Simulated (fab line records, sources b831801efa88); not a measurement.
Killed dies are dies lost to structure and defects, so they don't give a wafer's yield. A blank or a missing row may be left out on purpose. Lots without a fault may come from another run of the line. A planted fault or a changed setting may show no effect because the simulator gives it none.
One fault seen from 2 desks | flow gf180mcu | each desk has only its own numbers; what lay behind them comes last

THE TOOL OWNER'S DESK: pecvd-03
The tool's own readings at GF_PASSIVATION_CVD_02 (deposits Si3N4, target thk 700 nm, time 486.18 s): means of the sampled wafers that have a number, for each lot that ran on this tool. A lot is out of limits, marked OUT, if its mean lies more than 4 standard deviations from the usual mean; the brackets give that distance.
Columns: A = heater_power_w at GF_PASSIVATION_CVD_02, usual 702 W
lot  | first seen here | A
L888 | day 29 15:03    | 820
L891 | day 30 18:07    | 845
L892 | day 31 01:02    | 788
This desk's finding: nothing out of limits on any of the 3 lots.

THE METROLOGY DESK
What the gauges read, lot by lot, whatever tool the lot ran on: means of the sampled wafers that have a number. A lot is out of limits, marked OUT, if its mean lies more than 4 standard deviations from the usual mean; the brackets give that distance.
Columns: A = TOP_METAL_ALCU_THK at GF_TOP_METAL_THK_MEAS_06, usual 913 nm; B = PASSIVATION_CVD_02_THK at GF_PASSIVATION_THK_MEAS_03, usual 704 nm
lot  | first seen here | A   | B
L884 | day 27 14:46    | 919 | 698
L888 | day 28 19:47    | 916 | 692
L887 | day 29 00:04    | 926 | 708
L890 | day 29 13:41    | 918 | 698
L891 | day 29 23:29    | 913 | 695
L892 | day 30 05:45    | 914 | 738
L896 | day 31 04:26    | 901 | 705
L897 | day 31 08:52    | 894 | 703
L900 | day 32 04:32    | 921 | 706
L901 | day 32 11:58    | 912 | 709
L903 | day 32 19:46    | 915 | 699
L904 | day 33 04:33    | 910 | 708
This desk's finding: nothing out of limits on any of the 12 lots.

PUT TOGETHER
The tool owner's desk saw nothing out of limits.
The metrology desk saw nothing out of limits.

WHAT THE SIMULATOR HAD PUT IN
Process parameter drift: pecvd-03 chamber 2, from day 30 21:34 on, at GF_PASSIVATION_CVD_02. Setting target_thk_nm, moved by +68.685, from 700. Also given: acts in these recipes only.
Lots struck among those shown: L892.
